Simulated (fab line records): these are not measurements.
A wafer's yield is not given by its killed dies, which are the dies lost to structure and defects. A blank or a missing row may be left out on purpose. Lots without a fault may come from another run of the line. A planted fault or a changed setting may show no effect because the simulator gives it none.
8D (eight disciplines) problem report, filled in by code | flow sky130 | the parts of the form that need people (team, actions taken, sign-off) are left out

== 1. THE ISSUE ==
RES_XHIGH_TW at SKY_RES_XHIGH_TW_MEAS_09 reads a mean of 1545 on 6 wafers of 2 lots; wafers without a fault read 1652 with a standard deviation of 9.9. Relative to the usual mean, that is a shift of -11 standard deviations.
First observed at day 30 19:50: wafer L114.1, on film_metro-03. At this step, 30 wafers from 10 lots have a number in the record. The rule behind "out" and "out of limits": a value lying over 4 standard deviations away from the usual mean. The other wafers with a number count as sound.

== 2. WHAT THIS IS AND IS NOT ==
question                    | is                     | is not
which readings at this step | RES_XHIGH_TW           | -
which lots                  | L114, L117             | L104, L107, L109, L111, L122, L123, L125, L126
which wafers of those lots  | all that have a number | -
read on which gauges        | film_metro-03          | film_metro-02, film_metro-04
when                        | from day 30 19:50      | up to then (12 sound wafers); but 12 sound wafers of L122, L123, L125, L126 came after

== 3. WHAT RULES OUT EACH SUSPECT ==
Counting: any tool at a process step up to the reading is kept as a suspect provided that every lot that is out went through it and no sound lot did after the first of them.
- the gauge at SKY_RES_XHIGH_TW_MEAS_09 has been ruled out. All the wafers that are out were read on film_metro-03, but those of them that SKY_RES_XHIGH_IMPLANT_07 has rows for are out there too, on other tools.
- rie_diel-04 at SKY_POLY_CUT_ETCH_10 (etches BARC in N2/H2, stops on SiO2, time 45.9 s, target depth 60 nm): ruled out as a lasting fault. Sound lots L126 ran on it after its first lot that is out, L114 (day 28 10:11).
- implanter-03 at SKY_RES_XHIGH_IMPLANT_07: ruled out as a lasting fault. Sound lots L125 ran on it after its first lot that is out, L114 (day 30 19:35).
- plasma_asher-03 at SKY_RES_XHIGH_STRIP_08 (strips in O2/N2): kept. Every lot that is out went through it, starting with L114 (day 30 19:44), and after that it ran no sound lot; the last sound lot it ran before then is L109 (day 28 12:43).
Left after counting: plasma_asher-03 at SKY_RES_XHIGH_STRIP_08.

== 4. THE CAUSE (what the simulator had put in) ==
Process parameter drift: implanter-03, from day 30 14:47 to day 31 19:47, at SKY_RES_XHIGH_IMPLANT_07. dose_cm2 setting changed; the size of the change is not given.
It was ruled out by counting, in error; the rule expects a fault to strike all lots run on its tool from its start on, and this fault did not.

== 5. THE EFFECT CHAIN, in route order ==
One row per reading whose mean, taken over the struck wafers that have a number, lies over 3 standard deviations from the usual. Only readings for which the record gives a usual standard deviation are gone through. hours: the time from each lot's start at the first step in this table that gives one to its start at this step, as a median over the lots. sigmas: the change in usual standard deviations.
hours | step                     | reading       | usual        | on struck wafers | change   | sigmas
0     | SKY_RES_XHIGH_IMPLANT_07 | beam_on_s     | 39.9 s       | 34.0             | -5.9     | -3.3
0     | SKY_RES_XHIGH_IMPLANT_07 | dose_ions_cm2 | 3.6e+14      | 3.0e+14          | -6.3e+13 | -99 or more
0     | SKY_RES_XHIGH_TW_MEAS_09 | RES_XHIGH_TW  | 1652         | 1545             | -107     | -11
29    | SKY_SD_N_RS_MEAS_18      | RES_XHIGH_RS  | 332.9 ohm/sq | 387.4            | +54.5    | +36
Here are the process steps it includes:
- SKY_RES_XHIGH_IMPLANT_07

== 6. WHAT WOULD HAVE CAUGHT IT SOONER ==
The first out-of-limits reading at a measuring or inspecting step in this record came at day 30 19:50, 5 hours after the fault's start at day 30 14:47.
At SKY_RES_XHIGH_IMPLANT_07, the tool's own readings (dose_ions_cm2) were out on each struck wafer the step has a row for, so an alarm limit on them would have fired on the first such wafer.
